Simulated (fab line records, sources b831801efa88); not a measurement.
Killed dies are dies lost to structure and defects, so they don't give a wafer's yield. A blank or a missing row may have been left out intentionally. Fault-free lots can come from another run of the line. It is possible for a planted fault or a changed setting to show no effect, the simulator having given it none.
Problem report in the 8D (eight disciplines) form, filled by code    flow gf180mcu    the parts of the form that need people (team, actions taken, sign-off) are left out

== 1. THE PROBLEM ==
rotation_deg at GF_HV_LDD_IMPLANT_36 reads a mean of 348.55 degrees on 6 wafers of 2 lots; wafers without a fault read 270.00 degrees with a standard deviation of 0.05. So: +99 or more standard deviations from the usual mean.
First observed at day 15 10:29: wafer L125.1, on implanter-02. The record holds 42 wafers of 14 lots with a number at this step. The rule behind "out" and "out of limits": a value lying over 4 standard deviations away from the usual mean. Any other wafer with a number is counted as sound.

== 2. WHAT IT IS, AND WHAT IT ISN'T ==
question                     is                      is not
which readings at this step  rotation_deg            end_station_pressure_torr
which lots                   L125, L126              L114, L115, L116, L117, L119, L121, L131, L132, L134, L135, L136, L137
which wafers of those lots   all that have a number  -
read on which tools          implanter-02            implanter-01, implanter-03
when                         from day 15 10:29       up to then (18 sound wafers); but 18 sound wafers of L131, L132, L134, L135, L136, L137 came after

== 3. WHAT RULES OUT EACH SUSPECT ==
Counting: a tool stays on the suspect list if, at a process step up to the reading, it processed all lots that are out and no sound lot following the first of them.
- implanter-02 at GF_HV_LDD_IMPLANT_36: ruled out as a lasting fault. After its first lot that is out, L125 (day 15 10:29), sound lots L136 ran on it.
Left after counting: nothing in the record.

== 4. THE CAUSE (what the simulator had put in) ==
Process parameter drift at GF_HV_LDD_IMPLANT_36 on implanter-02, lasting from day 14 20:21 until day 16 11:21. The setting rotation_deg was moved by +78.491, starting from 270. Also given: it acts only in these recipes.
Counting ruled it out, wrongly.

== 5. THE EFFECT CHAIN, in route order ==
Each row: a reading whose mean over the struck wafers that have a number lies more than 3 standard deviations from the usual. Only readings whose record carries a usual standard deviation are examined. hours: median over the lots of the time between each lot's start at the first step of this table that gives one and its start at this step. sigmas: the change, counted in usual standard deviations.
hours  step                  reading       usual           on struck wafers  change  sigmas
0      GF_HV_LDD_IMPLANT_36  rotation_deg  270.00 degrees  348.55            +78.55  +99 or more
It contains these process steps:
- GF_HV_LDD_IMPLANT_36

== 6. WHAT WOULD HAVE CAUGHT IT SOONER ==
14 hours passed between the start of the fault at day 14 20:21 and the first reading out of limits in this record, taken at day 15 10:29.
